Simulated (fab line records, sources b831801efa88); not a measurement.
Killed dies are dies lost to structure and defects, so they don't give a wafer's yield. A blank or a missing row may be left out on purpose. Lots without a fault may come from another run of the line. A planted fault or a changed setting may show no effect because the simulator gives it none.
One fault seen from 2 desks | flow gf180mcu | each desk has only its own numbers; what lay behind them comes last

THE METROLOGY DESK
What the gauges read, lot by lot, whatever tool the lot ran on: means of the sampled wafers that have a number. A lot is out of limits, marked OUT, if its mean lies more than 4 standard deviations from the usual mean; the brackets give that distance.
Columns: A = cd_nm at GF_M5_CD_MEAS_07, usual 279.8 nm; B = V5_BOW at GF_V5_BOW_MEAS_05, usual 138 um
lot  | first seen here | A     | B
L963 | day 26 07:04    | 279.8 | 135
L964 | day 26 15:49    | 278.8 | 127
L965 | day 27 00:54    | 278.3 | 150
L969 | day 28 08:25    | 280.4 | 138
L975 | day 30 06:05    | 280.4 | 140
L977 | day 30 18:22    | 281.6 | 146
L978 | day 30 21:37    | 278.2 | 142
L979 | day 31 03:52    | 278.7 | 144
L980 | day 31 11:57    | 278.6 | 145
L981 | day 31 19:48    | 280.4 | 124
L984 | day 32 16:40    | 279.7 | 138
L985 | day 32 17:01    | 276.7 | 138
L986 | day 32 22:01    | 279.9 | 144
This desk's finding: nothing out of limits on any of the 13 lots.

THE TOOL OWNER'S DESK: pvd_sputter-01
The tool's own readings at GF_TOP_METAL_SPUTTER_03 (material Ti, target thk 5 nm, time 3.3 s): means of the sampled wafers that have a number, for each lot that ran on this tool. A lot is out of limits, marked OUT, if its mean lies more than 4 standard deviations from the usual mean; the brackets give that distance.
Columns: A = cathode_dc_power_W at GF_TOP_METAL_SPUTTER_03, usual 3000.1 W; B = chamber_pressure_pa at GF_TOP_METAL_SPUTTER_03, usual 0.3000 Pa; C = throttle_valve_pct at GF_TOP_METAL_SPUTTER_03, usual 30.2 %
lot  | first seen here | A      | B      | C
L963 | day 27 05:59    | 2999.7 | 0.2996 | 31.3
L965 | day 28 00:52    | 3000.1 | 0.2999 | 30.5
L980 | day 32 08:34    | 3000.2 | 0.2999 | 29.9
L985 | day 33 12:31    | 2999.8 | 0.3004 | 30.3
This desk's finding: nothing out of limits on any of the 4 lots.

PUT TOGETHER
The metrology desk saw nothing out of limits.
The tool owner's desk saw nothing out of limits.

WHAT THE SIMULATOR HAD PUT IN
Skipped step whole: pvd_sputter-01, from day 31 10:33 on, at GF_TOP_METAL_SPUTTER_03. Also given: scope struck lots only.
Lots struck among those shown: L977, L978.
